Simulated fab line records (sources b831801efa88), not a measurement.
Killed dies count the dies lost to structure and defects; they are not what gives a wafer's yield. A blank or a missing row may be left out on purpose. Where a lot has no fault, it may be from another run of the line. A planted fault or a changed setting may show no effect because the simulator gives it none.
Matching of chambers :: flow sky130 :: SKY_FIELD_ISO_ETCH_15 on rie_diel-01: 4 sister chambers
The step etches the open film in CHF3/O2, stops on Si, target depth 180 nm, time 72 s. 22 wafers are shown with their chamber, then 11 later ones without.

== EACH WAFER AND ITS CHAMBER ==
wafer: L075.2
chamber: 2
drypump_motor_current_A (A): 5.8
oes_product_au (a.u.): 0.943
throttle_valve_pct (%): 8.854

wafer: L075.5
chamber: 2
drypump_motor_current_A (A): 5.8
oes_product_au (a.u.): 0.946
throttle_valve_pct (%): 8.856

wafer: L075.6
chamber: 1
drypump_motor_current_A (A): 4.7
oes_product_au (a.u.): 0.945
throttle_valve_pct (%): 8.851

wafer: L077.2
chamber: 1
drypump_motor_current_A (A): 4.8
oes_product_au (a.u.): 0.956
throttle_valve_pct (%): 8.852

wafer: L077.3
chamber: 0
drypump_motor_current_A (A): 5.6
oes_product_au (a.u.): 0.949
throttle_valve_pct (%): 8.846

wafer: L077.6
chamber: 0
drypump_motor_current_A (A): 5.6
oes_product_au (a.u.): 0.948
throttle_valve_pct (%): 8.867

wafer: L078.1
chamber: 1
drypump_motor_current_A (A): 4.7
oes_product_au (a.u.): 0.939
throttle_valve_pct (%): 8.836

wafer: L078.2
chamber: 0
drypump_motor_current_A (A): 5.6
oes_product_au (a.u.): 0.934
throttle_valve_pct (%): 8.835

wafer: L078.6
chamber: 1
drypump_motor_current_A (A): 4.7
oes_product_au (a.u.): 0.938
throttle_valve_pct (%): 8.856

wafer: L082.1
chamber: 0
drypump_motor_current_A (A): 5.6
oes_product_au (a.u.): 0.950
throttle_valve_pct (%): 8.844

wafer: L082.3
chamber: 2
drypump_motor_current_A (A): 5.8
oes_product_au (a.u.): 0.938
throttle_valve_pct (%): 8.840

wafer: L082.5
chamber: 3
drypump_motor_current_A (A): 5.5
oes_product_au (a.u.): 0.938
throttle_valve_pct (%): 8.846

wafer: L085.2
chamber: 3
drypump_motor_current_A (A): 5.4
oes_product_au (a.u.): 0.930
throttle_valve_pct (%): 8.838

wafer: L085.3
chamber: 2
drypump_motor_current_A (A): 5.8
oes_product_au (a.u.): 0.942
throttle_valve_pct (%): 8.847

wafer: L085.6
chamber: 3
drypump_motor_current_A (A): 5.4
oes_product_au (a.u.): 0.939
throttle_valve_pct (%): 8.845

wafer: L086.2
chamber: 2
drypump_motor_current_A (A): 5.8
oes_product_au (a.u.): 0.944
throttle_valve_pct (%): 8.846

wafer: L086.3
chamber: 1
drypump_motor_current_A (A): 4.8
oes_product_au (a.u.): 0.949
throttle_valve_pct (%): 8.856

wafer: L086.5
chamber: 0
drypump_motor_current_A (A): 5.6
oes_product_au (a.u.): 0.935
throttle_valve_pct (%): 8.848

wafer: L090.4
chamber: 3
drypump_motor_current_A (A): 5.5
oes_product_au (a.u.): 0.935
throttle_valve_pct (%): 8.850

wafer: L090.5
chamber: 0
drypump_motor_current_A (A): 5.6
oes_product_au (a.u.): 0.935
throttle_valve_pct (%): 8.837

wafer: L090.6
chamber: 1
drypump_motor_current_A (A): 4.7
oes_product_au (a.u.): 0.939
throttle_valve_pct (%): 8.831

wafer: L091.1
chamber: 0
drypump_motor_current_A (A): 5.6
oes_product_au (a.u.): 0.947
throttle_valve_pct (%): 8.836

SIGNATURES (means of the wafers above)
reading: drypump_motor_current_A
chamber 0: 5.600
chamber 1: 4.733
chamber 2: 5.800
chamber 3: 5.450
scatter within a chamber: 0.036

reading: oes_product_au
chamber 0: 0.94257
chamber 1: 0.94433
chamber 2: 0.94260
chamber 3: 0.93550
scatter within a chamber: 0.00612

reading: throttle_valve_pct
chamber 0: 8.84471
chamber 1: 8.84700
chamber 2: 8.84860
chamber 3: 8.84475
scatter within a chamber: 0.00931
Rule: for a wafer and a chamber, the distance is found by dividing, reading by reading, the gap between the wafer's reading and the chamber's mean by the reading's scatter, squaring, summing and taking the root. If the next closest chamber is less than 2 further off than the closest, the wafer can't be placed; otherwise it belongs to the closest. The scatter: take each reading less its chamber's mean, square it, sum over the shown wafers, divide by the number of wafers less the number of chambers, and take the root.

== WAFERS WITHOUT THEIR CHAMBER ==
wafer: L091.4
drypump_motor_current_A (A): 5.8
oes_product_au (a.u.): 0.938
throttle_valve_pct (%): 8.845

wafer: L091.5
drypump_motor_current_A (A): 5.6
oes_product_au (a.u.): 0.950
throttle_valve_pct (%): 8.849

wafer: L092.1
drypump_motor_current_A (A): 5.5
oes_product_au (a.u.): 0.944
throttle_valve_pct (%): 8.848

wafer: L092.5
drypump_motor_current_A (A): 5.8
oes_product_au (a.u.): 0.946
throttle_valve_pct (%): 8.847

wafer: L092.6
drypump_motor_current_A (A): 5.5
oes_product_au (a.u.): 0.941
throttle_valve_pct (%): 8.845

wafer: L096.3
drypump_motor_current_A (A): 5.5
oes_product_au (a.u.): 0.957
throttle_valve_pct (%): 8.840

wafer: L096.4
drypump_motor_current_A (A): 5.6
oes_product_au (a.u.): 0.940
throttle_valve_pct (%): 8.838

wafer: L096.5
drypump_motor_current_A (A): 5.5
oes_product_au (a.u.): 0.952
throttle_valve_pct (%): 8.841

wafer: L097.1
drypump_motor_current_A (A): 4.7
oes_product_au (a.u.): 0.947
throttle_valve_pct (%): 8.839

wafer: L097.3
drypump_motor_current_A (A): 5.6
oes_product_au (a.u.): 0.950
throttle_valve_pct (%): 8.845

wafer: L097.4
drypump_motor_current_A (A): 5.5
oes_product_au (a.u.): 0.946
throttle_valve_pct (%): 8.846

== WHICH CHAMBER EACH WENT THROUGH ==
wafer: L091.4
from the rows above: 2
in truth: 2

wafer: L091.5
from the rows above: 0
in truth: 0

wafer: L092.1
from the rows above: can't be placed: 3 or 0
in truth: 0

wafer: L092.5
from the rows above: 2
in truth: 2

wafer: L092.6
from the rows above: can't be placed: 3 or 0
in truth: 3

wafer: L096.3
from the rows above: can't be placed: 0 or 3
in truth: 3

wafer: L096.4
from the rows above: 0
in truth: 0

wafer: L096.5
from the rows above: can't be placed: 3 or 0
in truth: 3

wafer: L097.1
from the rows above: 1
in truth: 1

wafer: L097.3
from the rows above: 0
in truth: 0

wafer: L097.4
from the rows above: can't be placed: 3 or 0
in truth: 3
Correct placement for 6 of the 11. Unplaceable from these rows: 5, with the true chamber sitting among the candidates in 5. 0 placed wrongly.
